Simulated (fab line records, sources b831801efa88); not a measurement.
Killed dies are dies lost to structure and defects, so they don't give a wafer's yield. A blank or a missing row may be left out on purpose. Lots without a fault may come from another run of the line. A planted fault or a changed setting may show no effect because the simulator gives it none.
A struck lot beside a sound one | flow sky130 | 16 steps out of a route of 708
Sound: wafers L731.2, L731.4, L731.6. Struck: wafer L742.2. (L742.1, L742.6 of the same lot were not struck and are left out.) The cause comes at the end.
At each step with rows: each side's tool, then ch and its chambers, then its first start. Under that, the readings that differ: sound wafers | struck wafers | difference of the means | sigmas: that difference in standard deviations of wafers without a fault.
alike: readings whose means differ by less than 2 such deviations, and words and numbers that are the same on both sides. not compared: withheld readings, readings that some wafer has no value for, bounds like >300 that may hide the same value, and numbers for which the record gives no deviation and whose values overlap.
The two part at a step that has a row with sigmas, a row that says differs or no value, or rows on one side only. Numbers that don't overlap but have no deviation are shown without sigmas and don't part them. A reading that every wafer of one side lacks parts them only if that side has two wafers or more.

first, 4 steps without rows for these wafers: SKY_METAL5_SOFTBAKE_10 (time 60 s); SKY_METAL5_EXPOSE_11 (exposes mask MM5, target cd 1600 nm); SKY_METAL5_PEB_12; SKY_METAL5_DEVELOP_13 (develop time 60 s).
SKY_METAL5_DESCUM_14: chemistry O2, time 11 s.
  sound on rie_metal-04 ch 1, day 44 22:34; struck on rie_metal-04 ch 0, day 47 23:38
  reading               | sound             | struck | difference | sigmas
  oes_product_au (a.u.) | 0.986 0.988 0.991 | 1.012  | +0.024     | +3
  alike: drypump_motor_current_A
  not compared: rf_hours_counter_h
SKY_METAL5_METAL_ETCH_15: etches the open film in Cl2/BCl3, stops on SiO2, target depth 1260 nm, time 252 s.
  sound on rie_metal-04 ch 1, day 44 22:36; struck on rie_metal-04 ch 0, day 47 23:41
  alike: drypump_motor_current_A, oes_product_au, throttle_valve_pct
  not compared: rf_hours_counter_h
SKY_METAL5_STRIP_16: strips in O2/N2.
  sound on plasma_asher-01 ch 0,1, day 44 22:50; struck on plasma_asher-01 ch 0, day 48 00:00
  reading                      | sound             | struck | difference | sigmas
  strip_time_to_endpoint_s (s) | 13.11 13.14 13.19 | 12.90  | -0.25      | -3
  alike: drypump_motor_current_A, oes_product_au
  not compared: rf_hours_counter_h
then, 3 steps without rows for these wafers: SKY_METAL5_STRIP_17 (strips in post etch residue remover, time 1200 s); SKY_METAL5_CLEAN_18 (cleans in IPA, time 180 s); SKY_METAL5_CLEAN_19 (cleans in O3/DIW).
SKY_PASSIVATION_CVD_00: deposits SiO2, target thk 90 nm.
  sound on pecvd-04 ch 0,2, day 44 23:29; struck on pecvd-03 ch 1, day 48 00:35
  alike: heater_power_w
SKY_PASSIVATION_THK_MEAS_01:
  sound on film_metro-04, day 44 23:31; struck on film_metro-01, day 48 00:37
  alike: PASSIVATION_CVD_00_THK
SKY_PASSIVATION_CVD_02: deposits Si3N4, target thk 540 nm.
  sound on pecvd-01 ch 0,1,2, day 44 23:34; struck on pecvd-01 ch 1, day 48 00:40
  reading                                       | sound             | struck | difference | sigmas
  model.Si3N4_of_PASSIVATION_CVD_02.thk_nm (nm) | 539.2 539.2 539.5 | 801.8  | +262.5     |
  alike: heater_power_w
SKY_PASSIVATION_THK_MEAS_03:
  sound on film_metro-01, day 44 23:49; struck on film_metro-02, day 48 00:54
  reading                     | sound       | struck | difference | sigmas
  PASSIVATION_CVD_02_THK (nm) | 539 539 540 | 802    | +263       | +37
then, 1 step without rows for these wafers: SKY_PASSIVATION_DEHYDRATE_04 (time 60 s).
SKY_PAD_OPEN_PROBE_99:
  sound on prober-01, day 46 19:59; struck on prober-02, day 49 14:35
  reading                  | sound          | struck | difference | sigmas
  defect_limited_yield (%) | 84.6 86.0 84.3 | 0      | -85        | -42
  killed_at_M4_up          | 1 2 2          | 10     | +8         | +4
  killed_at_other          | 0 0 0          | 406    | +406       | +99 or more
  killed_dies              | 76 69 77       | 492    | +418       | +44
  killed_on_rim            | 14 6 16        | 96     | +84        | +21
  sort_bin_5_function (%)  | 9.3 8.3 8.5    | 94.7   | +86.0      | +57
  sort_n_pass              | 416 423 415    | 0      | -418       | -44
  sort_yield_pct (%)       | 84.6 86.0 84.3 | 0      | -85        | -42
  alike: killed_at_M0_to_M3, killed_at_contacts, killed_at_front_end, killed_open, killed_short, sort_bin_3_pad_short, sort_bin_6_memory

WHERE THEY PART
First at SKY_METAL5_DESCUM_14; last, within this record, at SKY_PAD_OPEN_PROBE_99.

WHY: what the simulator had put in
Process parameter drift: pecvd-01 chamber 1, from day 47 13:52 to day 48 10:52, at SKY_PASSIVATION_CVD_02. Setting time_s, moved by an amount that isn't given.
